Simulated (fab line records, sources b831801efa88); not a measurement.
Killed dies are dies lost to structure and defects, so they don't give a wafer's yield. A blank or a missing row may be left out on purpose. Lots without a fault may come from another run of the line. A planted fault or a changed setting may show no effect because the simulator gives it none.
Which tool did it? | flow gf180mcu | 12 lots, 36 wafers sampled, at 5 steps of a route of 602

WHAT THE GAUGES READ, wafer by wafer
GF_POLY_GATE_THK_MEAS_01.
lot  | measured     | on            | POLY_GATE_CVD_00_THK (nm)
L586 | day 8 17:43  | film_metro-04 | 203.5 203.1 201.5
L587 | day 9 02:36  | film_metro-03 | 204.2 206.0 205.2
L588 | day 9 07:24  | film_metro-04 | 196.0 198.1 197.4
L590 | day 9 22:52  | film_metro-04 | 198.8 198.9 198.3
L592 | day 10 08:48 | film_metro-04 | 199.9 199.6 199.5
L593 | day 10 16:08 | film_metro-03 | 200.1 200.4 200.9
L594 | day 11 08:40 | film_metro-03 | 200.6 201.3 200.6
L598 | day 12 22:16 | film_metro-02 | 201.2 202.6 201.7
L600 | day 13 00:57 | film_metro-03 | 200.7 199.6 199.3
L604 | day 14 03:59 | film_metro-02 | 204.2 202.1 201.3
L606 | day 14 15:40 | film_metro-02 | 198.5 200.8 197.7
L608 | day 15 09:44 | film_metro-03 | 200.6 199.8 198.9

GF_HV_LDD_CD_MEAS_46: target cd 400 nm.
lot  | measured     | on        | cd_nm (nm)
L586 | day 12 17:30 | cd_sem-01 | 401.7 401.6 402.4
L587 | day 13 03:04 | cd_sem-01 | 401.4 399.7 400.1
L588 | day 13 08:48 | cd_sem-02 | 398.7 400.1 398.7
L590 | day 14 04:34 | cd_sem-01 | 397.7 396.6 396.9
L592 | day 14 13:54 | cd_sem-02 | 402.5 403.3 403.4
L593 | day 14 21:47 | cd_sem-02 | 403.7 402.3 401.6
L594 | day 15 16:16 | cd_sem-02 | 400.4 399.6 400.5
L598 | day 17 17:41 | cd_sem-02 | 412.9 412.9 412.0
L600 | day 17 18:25 | cd_sem-01 | 399.7 400.5 400.1
L604 | day 19 00:19 | cd_sem-02 | 398.5 399.5 398.1
L606 | day 19 14:21 | cd_sem-02 | 395.9 396.8 395.9
L608 | day 20 10:39 | cd_sem-02 | 399.2 402.1 401.6

WHICH TOOL RAN EACH LOT (tool, then ch and the chambers of the sampled wafers, then the start)
lot  | GF_POLY_GATE_ETCH_12               | GF_HV_LDD_STRIP_22                   | GF_HV_LDD_DEVELOP_45
L586 | rie_diel-03 ch 1,2,3, day 9 11:23  | plasma_asher-02 ch 0,1, day 11 02:20 | litho_track-02 ch 0, day 12 17:19
L587 | rie_diel-03 ch 0,3, day 9 20:16    | plasma_asher-03 ch 0,1, day 11 11:16 | litho_track-01 ch 0, day 13 02:56
L588 | rie_diel-03 ch 0,1,2, day 10 01:05 | plasma_asher-01 ch 0,1, day 11 16:47 | litho_track-01 ch 0, day 13 08:39
L590 | rie_diel-03 ch 0,2,3, day 10 17:50 | plasma_asher-03 ch 0,1, day 12 10:26 | litho_track-02 ch 0, day 14 04:22
L592 | rie_diel-02 ch 0,1, day 11 03:26   | plasma_asher-03 ch 0,1, day 12 20:20 | litho_track-03 ch 0, day 14 13:46
L593 | rie_diel-02 ch 0,1,2, day 11 11:17 | plasma_asher-03 ch 0,1, day 13 04:16 | litho_track-03 ch 0, day 14 21:38
L594 | rie_diel-03 ch 0,1, day 12 03:56   | plasma_asher-02 ch 0,1, day 13 22:05 | litho_track-01 ch 0, day 15 16:08
L598 | rie_diel-02 ch 1,2,3, day 13 18:50 | plasma_asher-01 ch 0,1, day 15 19:38 | litho_track-03 ch 0, day 17 17:32
L600 | rie_diel-03 ch 0,1,3, day 13 21:19 | plasma_asher-03 ch 0,1, day 15 19:52 | litho_track-02 ch 0, day 17 18:16
L604 | rie_diel-04 ch 0,1,3, day 15 00:52 | plasma_asher-01 ch 0,1, day 17 00:58 | litho_track-02 ch 0, day 19 00:11
L606 | rie_diel-03 ch 1,2,3, day 15 13:29 | plasma_asher-03 ch 0,1, day 17 13:28 | litho_track-01 ch 0, day 19 14:12
L608 | rie_diel-02 ch 0,1,3, day 16 07:31 | plasma_asher-02 ch 0,1, day 18 08:31 | litho_track-01 ch 0, day 20 10:30
- GF_POLY_GATE_ETCH_12: etches BARC in N2/H2.
- GF_HV_LDD_STRIP_22: strips in O2/N2.
- GF_HV_LDD_DEVELOP_45: develop time 60 s.

WHAT THE TOOLS THEMSELVES READ (means of the sampled wafers that have a number; where no wafer has one, the mark that the record gives instead)
GF_POLY_GATE_ETCH_12.
lot  | tool        | drypump_motor_current_A (A) | oes_product_au (a.u.) | throttle_valve_pct (%)
L586 | rie_diel-03 | 5.5                         | 0.736                 | 13.216
L587 | rie_diel-03 | 5.7                         | 0.738                 | 13.219
L588 | rie_diel-03 | 5.9                         | 0.738                 | 13.212
L590 | rie_diel-03 | 5.8                         | 0.738                 | 13.206
L592 | rie_diel-02 | 5.8                         | 0.733                 | 13.218
L593 | rie_diel-02 | 5.9                         | 0.734                 | 13.218
L594 | rie_diel-03 | 5.8                         | 0.741                 | 13.226
L598 | rie_diel-02 | 5.6                         | 0.738                 | 13.219
L600 | rie_diel-03 | 5.7                         | 0.736                 | 13.217
L604 | rie_diel-04 | 5.3                         | 0.732                 | 13.218
L606 | rie_diel-03 | 5.5                         | 0.737                 | 13.216
L608 | rie_diel-02 | 5.7                         | 0.736                 | 13.216

GF_HV_LDD_STRIP_22.
lot  | tool            | drypump_motor_current_A (A) | heater_power_w (W) | oes_product_au (a.u.) | platen_temp_c (C) | strip_time_to_endpoint_s (s)
L586 | plasma_asher-02 | 6.4                         | 339                | 0.714                 | 249.91            | 12.69
L587 | plasma_asher-03 | 4.8                         | 384                | 0.713                 | 249.99            | 12.64
L588 | plasma_asher-01 | 5.6                         | 364                | 0.718                 | 249.83            | 12.63
L590 | plasma_asher-03 | 4.8                         | 384                | 0.715                 | 250.05            | 12.64
L592 | plasma_asher-03 | 4.8                         | 383                | 0.711                 | 250.04            | 12.67
L593 | plasma_asher-03 | 4.8                         | 376                | 0.713                 | 249.88            | 12.65
L594 | plasma_asher-02 | 6.3                         | 334                | 0.719                 | 250.07            | 12.67
L598 | plasma_asher-01 | 5.6                         | 370                | 0.717                 | 250.00            | 12.63
L600 | plasma_asher-03 | 4.8                         | 374                | 0.713                 | 250.05            | 12.60
L604 | plasma_asher-01 | 5.5                         | 337                | 0.719                 | 249.94            | 12.56
L606 | plasma_asher-03 | 4.8                         | 384                | 0.718                 | 250.00            | 12.62
L608 | plasma_asher-02 | 6.4                         | 338                | 0.710                 | 249.88            | 12.61

GF_HV_LDD_DEVELOP_45.
lot  | tool           | chill_plate_temp_C (C)
L586 | litho_track-02 | 22.94
L587 | litho_track-01 | 23.01
L588 | litho_track-01 | 22.84
L590 | litho_track-02 | 22.99
L592 | litho_track-03 | 23.00
L593 | litho_track-03 | 22.95
L594 | litho_track-01 | 23.16
L598 | litho_track-03 | 23.00
L600 | litho_track-02 | 23.00
L604 | litho_track-02 | 23.00
L606 | litho_track-01 | 23.05
L608 | litho_track-01 | 22.95

THE ANSWER, worked out from the rows above alone
Rule: what is usual is taken from the lots themselves. Put in order of their means at a reading, lots are off if they are a third of the lots or fewer, leave a main group of 4 or more, and stand apart from it by a gap of 3 or more times the standard deviation of the main group's means; of several such gaps the widest counts. A main group whose means are all the same, to the digits that the tables above print for the reading, isn't used. A lot without any number at a reading at which 4 lots or more have one is off too. The other lots that the step has rows for count as sound. The gauges are gone through in route order, then the tools' own readings, and for those a lot's mean is taken as printed above. The first step at which some lot is off is used, and at that step the reading that is off furthest; a lot without a number counts as furthest.
Off: L598, at GF_HV_LDD_CD_MEAS_46 (cd_nm). The main group: mean 400.0 nm, standard deviation 2.
A tool fits if, at a process step before that reading, it ran every lot that is off, and no sound lot after the first of them. The gauges at GF_HV_LDD_CD_MEAS_46 are tried like those tools. One fits: litho_track-03 at GF_HV_LDD_DEVELOP_45. Its last sound lot is L593 (day 14 21:38), its first lot that is off L598 (day 17 17:32): a fault that began between those two fits.

WHAT THE SIMULATOR HAD PUT IN
Process parameter drift: litho_track-03, from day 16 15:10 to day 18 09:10, at GF_HV_LDD_DEVELOP_45. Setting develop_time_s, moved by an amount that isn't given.
Lots struck among those shown: L598. The rule above found the same.
